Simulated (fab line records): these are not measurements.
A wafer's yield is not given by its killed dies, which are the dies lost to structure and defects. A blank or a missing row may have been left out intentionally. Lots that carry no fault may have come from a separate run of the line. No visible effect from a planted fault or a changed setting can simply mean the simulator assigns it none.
Problem report, 8D (eight disciplines) form, completed by code	flow sky130	the parts of the form that need people (team, actions taken, sign-off) are left out

== 1. PROBLEM STATEMENT ==
VIA4_W_RS at SKY_VIA4_RS_MEAS_19 reads a mean of 0.210 ohm/sq on 1 wafer of 1 lot; wafers without a fault read 0.230 ohm/sq with a standard deviation of 0.0033. That puts it -6.1 standard deviations away from the usual mean.
The step: measures by four-point-probe.
Earliest sighting: wafer L816.3 on film metro-01 at day 46 03:57. The record holds 15 wafers of 5 lots with a number at this step. The rule behind "out" and "out of limits": a value lying over 4 standard deviations away from the usual mean. Any other wafer with a number is counted as sound.

== 2. WHAT IT IS, AND WHAT IT ISN'T ==
question	is	is not
which readings at this step	VIA4_W_RS	-
which lots	L816	L806, L820, L821, L827
which wafers of those lots	L816.3	L816.1, L816.4
read on which gauges	film metro-01	film metro-02, film metro-04
when	from day 46 03:57	up to then (5 sound wafers); but 9 sound wafers of L820, L821, L827 came after

== 3. SUSPECTS, AND WHAT RULES EACH OUT ==
Counting: if a tool at a process step up to the reading ran every lot that is out, it stays a suspect. Sound lots after the first of them don't rule it out here, since some wafers of a struck lot are sound.
- ruled out: the gauge at SKY_VIA4_RS_MEAS_19. All the wafers that are out were read on film metro-01, but those of them that SKY_VIA4_CVD_18 has rows for are out there too, on other tools.
- rie diel-01 at SKY_VIA4_ETCH_12 (etches SiO2 in C4F8/O2/Ar, stops on TiN, target depth 580 nm): kept. It ran the lot that is out, L816 (day 46 03:05).
- plasma asher-04 at SKY_VIA4_STRIP_13 (strips in O2/N2): kept. It ran the lot that is out, L816 (day 46 03:09).
- pvd sputter-03 at SKY_VIA4_SPUTTER_17 (material TiN, target thk 20 nm, time 80 s): kept. It ran the lot that is out, L816 (day 46 03:44).
- cvd w-01 at SKY_VIA4_CVD_18 (deposits W, target thk 505 nm, time 152.14 s): kept. It ran the lot that is out, L816 (day 46 03:48). Its own chamber pressure Torr readings are out on those wafers.
- At SKY_VIA4_ETCH_12, inside rie diel-01: chamber 0 took the wafers that are out, while their sound lot-mates went through chambers 1, 3.
- The sound lot-mates ran in chamber 1 of plasma asher-04 at SKY_VIA4_STRIP_13, but the wafers that are out ran in chamber 0.
- The sound lot-mates ran in chamber 1 of cvd w-01 at SKY_VIA4_CVD_18, but the wafers that are out ran in chamber 0.
Left after counting: rie diel-01 at SKY_VIA4_ETCH_12, plasma asher-04 at SKY_VIA4_STRIP_13, pvd sputter-03 at SKY_VIA4_SPUTTER_17, cvd w-01 at SKY_VIA4_CVD_18.

== 4. THE CAUSE (what the simulator had put in) ==
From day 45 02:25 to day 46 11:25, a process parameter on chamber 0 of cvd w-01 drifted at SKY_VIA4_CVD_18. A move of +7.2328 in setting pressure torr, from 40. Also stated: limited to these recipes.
4 suspects survive the count, and this tool is in that group.

== 5. THE CHAIN OF EFFECTS, in route order ==
One row per reading whose mean, taken over the struck wafers that have a number, lies over 3 standard deviations from the usual. Readings are gone through only where the record gives a usual standard deviation; hours: the median, over the lots, of the time from a lot's start at the first step in this table giving one to that lot's start at this step; sigmas: the change measured in usual standard deviations.
hours	step	reading	usual	on struck wafers	change	sigmas
0	SKY_VIA4_CVD_18	chamber pressure Torr	40.01 Torr	47.23	+7.22	+87
0	SKY_VIA4_RS_MEAS_19	VIA4_W_RS	0.230 ohm/sq	0.210	-0.020	-6.1
4	SKY_VIA4_THK_MEAS_20	VIA4_W_THK	492 nm	536	+44	+6.0
Its process steps:
- SKY_VIA4_CVD_18: deposits W, target thk 505 nm, time 152.14 s.

== 6. HOW IT WOULD HAVE BEEN CAUGHT EARLIER ==
Counted from the fault's start at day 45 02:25, it took 26 hours until the first out-of-limits reading at a measuring or inspecting step in this record, taken at day 46 03:57.
Tool's own readings at SKY_VIA4_CVD_18, chamber pressure Torr: out on all struck wafers the step has rows for; an alarm limit on them would have tripped on the first.
By day 46 03:57 the whole set of lots that are out, 1 in number, had already begun SKY_VIA4_CVD_18 on cvd w-01. Holding the tool at that point would not have protected any of them.
